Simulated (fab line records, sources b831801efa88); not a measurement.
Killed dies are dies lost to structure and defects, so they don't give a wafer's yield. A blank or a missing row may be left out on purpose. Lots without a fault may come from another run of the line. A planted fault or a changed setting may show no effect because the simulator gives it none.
fab line records | flow sky130
record lots=5 wafers=15 last_day=50
route steps=708 shown RES_XHIGH@341 SD_N@342
lots that met no fault: from a run of the same line without faults
start_h: hours from the record's first day to the start of the lot's first wafer shown | wait_h: hours since the lot's step before | " the same as in the row above | L1.1+2: a row that stands for several wafers | - no value, or no start given | * or withheld: withheld | < > ~ a bound
route shown NAME@n: a module of which the file shows steps, and the number in the route of the first | usual: mean/standard deviation of fault-free wafers | same: alike in all rows | chamber/n: place in a boat | sites: the reading at each site | _std_site: their standard deviation | _edge_site: outer sites' mean less inner sites' | radius_mm: how far each site lies from the wafer's centre | mask NAME#n: copy n | behind: the tool/chamber that last shaped the wafer | hold: why the lot was held/for how many hours/how that ended | device: the transistor (n, p or np) that didn't switch | end of line: the same wafers' tests at the end of the route | a step without rows: its recipe alone | killed: dies lost to structure and defects at the first sort, not the wafer's yield | map: a wafer's dies, x killed, . not, _ none there
set.NAME: the setting as run; set.NAME@STEP: as run at that earlier step | model.NAME: the simulator's own value behind a step, which no gauge read
lots at some steps of the route; a table a step, a row a wafer
services: from which hour (start_h, from the record's first day; less than 0 if before it) a tool's chamber was out of use, for how many hours, and why
## steps
# step SKY_RES_XHIGH_TW_MEAS_09
# usual RES_XHIGH_TW=1643/8.4
# columns lot.wafer tool chamber start_h wait_h RES_XHIGH_TW
L961.1 film_metro-02 - 626.34 0.1 1631
L961.4 " - " " 1652
L961.5 " - " " 1637
L966.3 film_metro-02 - 704.46 0.1 1639
L966.5 " - " " 1640
L966.6 " - " " 1637
L979.1 film_metro-01 - 774.79 0.1 1653
L979.2 " - " " 1654
L979.6 " - " " 1646
L980.2 film_metro-02 - 782.73 0.1 1630
L980.3 " - " " 1637
L980.6 " - " " 1631
L982.2 film_metro-01 - 794.68 0.1 1641
L982.3 " - " " 1648
L982.6 " - " " 1647
# step SKY_SD_N_DEHYDRATE_00
# recipe temp_c=200 time_s=60
# step SKY_SD_N_HMDS_01
# recipe prime_time_s=60 prime_temp_c=120
# step SKY_SD_N_COAT_02
# recipe resist=NOVOLAK spin_rpm=3000 resist_thk_nm=1140
# step SKY_SD_N_SOFTBAKE_03
# recipe temp_c=90 time_s=60 resist=NOVOLAK
# step SKY_SD_N_EXPOSE_04
# recipe mask_id=NSDM na=0.6 source_shape=conventional sigma_outer=0.6 polarization=unpolarized target_cd_nm=380 dose_mj=141
# step SKY_SD_N_PEB_05
# recipe temp_c=withheld time_s=* resist=NOVOLAK
# step SKY_SD_N_DEVELOP_06
# recipe resist=NOVOLAK developer=TMAH develop_time_s=60 dev_temp_c=23
# step SKY_SD_N_CD_MEAS_07
# recipe target_cd_nm=380
# usual cd_nm=380.0/2.2
# columns lot.wafer tool chamber start_h wait_h cd_nm
L961.1 cd_sem-01 - 655.32 0.1 380.0
L961.4 " - " " 381.1
L961.5 " - " " 379.5
L966.3 cd_sem-02 - 731.26 0.1 380.0
L966.5 " - " " 378.6
L966.6 " - " " 382.5
L979.1 cd_sem-01 - 801.32 0.1 378.8
L979.2 " - " " 377.7
L979.6 " - " " 379.6
L980.2 cd_sem-02 - 808.79 0.1 384.1
L980.3 " - " " 378.1
L980.6 " - " " 381.1
L982.2 cd_sem-01 - 821.18 0.1 383.3
L982.3 " - " " 379.5
L982.6 " - " " 382.0
# step SKY_SD_N_OVL_MEAS_08
# usual SD_N_OVL=0.8/1.3
# columns lot.wafer tool chamber start_h wait_h SD_N_OVL[nm]
L961.1 overlay-01 - 655.44 0.1 3.5
L961.4 " - " " 1.9
L961.5 " - " " 2.1
L966.3 overlay-01 - 731.36 0.1 1.1
L966.5 " - " " 0.1
L966.6 " - " " 1.1
L979.1 overlay-01 - 801.44 0.1 2.1
L979.2 " - " " 1.4
L979.6 " - " " 1.7
L980.2 overlay-01 - 808.90 0.1 0.2
L980.3 " - " " 0.6
L980.6 " - " " -1.0
L982.2 overlay-02 - 821.29 0.1 0.0
L982.3 " - " " 1.6
L982.6 " - " " 0.9
# step SKY_SD_N_IMPLANT_09
# recipe species=As energy_kev=50 dose_cm2=4e+15 tilt_deg=0
# step SKY_SD_N_IMPLANT_10
# recipe species=P energy_kev=20 dose_cm2=1e+14 tilt_deg=0
# step SKY_SD_N_STRIP_11
# recipe chemistry=O2/N2 power_w=1400 pressure_mtorr=1500 platen_temp_c=withheld o2_flow_sccm=3000 n2_flow_sccm=300 overash_fraction=0.5
# usual chamber_pressure_mTorr=1499.8/1.2 drypump_motor_current_A=5.7/0.41 n2_flow_sccm=299.9/0.88 oes_product_au=0.528/0.0049 strip_time_to_endpoint_s=22.56/0.048
# columns lot.wafer tool chamber start_h wait_h chamber_pressure_mTorr drypump_motor_current_A n2_flow_sccm oes_product_au rf_hours_counter_h strip_time_to_endpoint_s model.NOVOLAK_of_SD_N_COAT_02.thk_nm
L961.1 plasma_asher-01 0 655.78 0.1 1498.2 5.3 300.4 0.524 52 22.50 0
L961.4 " 1 " " 1500.3 6.0 298.5 0.525 - 22.47 0
L961.5 " 1 " " 1499.6 6.0 301.0 0.528 - 22.51 0
L966.3 plasma_asher-03 1 731.71 0.1 1507.0 4.9 299.4 0.347 - - 899.8
L966.5 " 0 " " 1500.0 6.0 299.6 0.230 - - 896.5
L966.6 " 1 " " 1509.9 5.0 300.6 0.343 - - 898.3
L979.1 plasma_asher-03 1 801.78 0.1 1499.0 5.0 300.1 0.529 32 22.49 0
L979.2 " 0 " " 1499.6 5.9 300.8 0.527 32 22.51 0
L979.6 " 1 " " 1500.3 5.0 299.2 0.535 - 22.52 0
L980.2 plasma_asher-01 0 809.23 0.1 1499.4 5.3 300.5 0.525 67 22.52 0
L980.3 " 1 " " 1500.9 6.0 300.8 0.528 - 22.52 0
L980.6 " 0 " " 1498.7 5.3 300.1 0.534 - 22.55 0
L982.2 plasma_asher-02 1 821.62 0.1 1499.5 6.2 301.0 0.533 7 22.55 0
L982.3 " 0 " " 1500.4 5.8 301.1 0.530 - 22.52 0
L982.6 " 0 " " 1499.8 5.8 301.0 0.524 - 22.52 0
# step SKY_SD_N_TW_MEAS_12
# usual SD_N_TW=3992/20
# columns lot.wafer tool chamber start_h wait_h SD_N_TW
L961.1 film_metro-01 - 655.88 0.1 3982
L961.4 " - " " 3985
L961.5 " - " " 3996
L966.3 film_metro-01 - 731.80 0.1 3991
L966.5 " - " " 4033
L966.6 " - " " 3997
L979.1 film_metro-04 - 801.88 0.1 3952
L979.2 " - " " 3974
L979.6 " - " " 3975
L980.2 film_metro-01 - 809.34 0.1 3995
L980.3 " - " " 3991
L980.6 " - " " 4019
L982.2 film_metro-04 - 821.73 0.1 4016
L982.3 " - " " 3994
L982.6 " - " " 3982
## services
# columns tool chamber start_h hours kind
plasma_asher-01 - 634.31 2.8 pm
plasma_asher-02 - 733.75 9.0 pm
plasma_asher-02 0 733.75 9.0 vent_cycle
plasma_asher-02 1 733.75 9.0 vent_cycle
plasma_asher-02 0 742.75 - clean
plasma_asher-02 1 742.75 - clean
plasma_asher-02 - 781.15 2.8 pm
## key
first_sign step=SKY_SD_N_STRIP_11 reading=oes_product_au direction=down sigmas=45 usual=0.528 struck=0.307
effect step=SKY_SD_N_STRIP_11 reading=chamber_pressure_mTorr direction=up sigmas=4.7 usual=1499.8 struck=1505.6 wafers_moved=2
model_effect step=SKY_SD_N_STRIP_11 value=NOVOLAK_of_SD_N_COAT_02.thk_nm without=0 struck=898.2
met_at SKY_SD_N_STRIP_11
struck_wafers L966.3,L966.5,L966.6
later_rows_left_out L966.3,L966.5,L966.6
sort_left_out L966.3,L966.5,L966.6
tester_left_out L966
fault kind=strip_aborted tool=plasma_asher-03 chamber=- onset_h=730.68 steps=SKY_SD_N_STRIP_11 offset=1 end_h=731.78
# tester_left_out: of these lots the tester's yield and bins aren't shown, on N5 and GAA mostly nor the transistor test; their killed dies are dies lost to structure and defects alone, not to doping, threshold or leakage, so they don't give the yield
# sort_left_out: the simulated sort isn't trusted on such a fault, so these wafers' sort isn't shown, and their yield isn't known
# later_rows_left_out: the simulator's readings of these wafers behind a module that went badly wrong aren't trusted and aren't shown, but for the sort
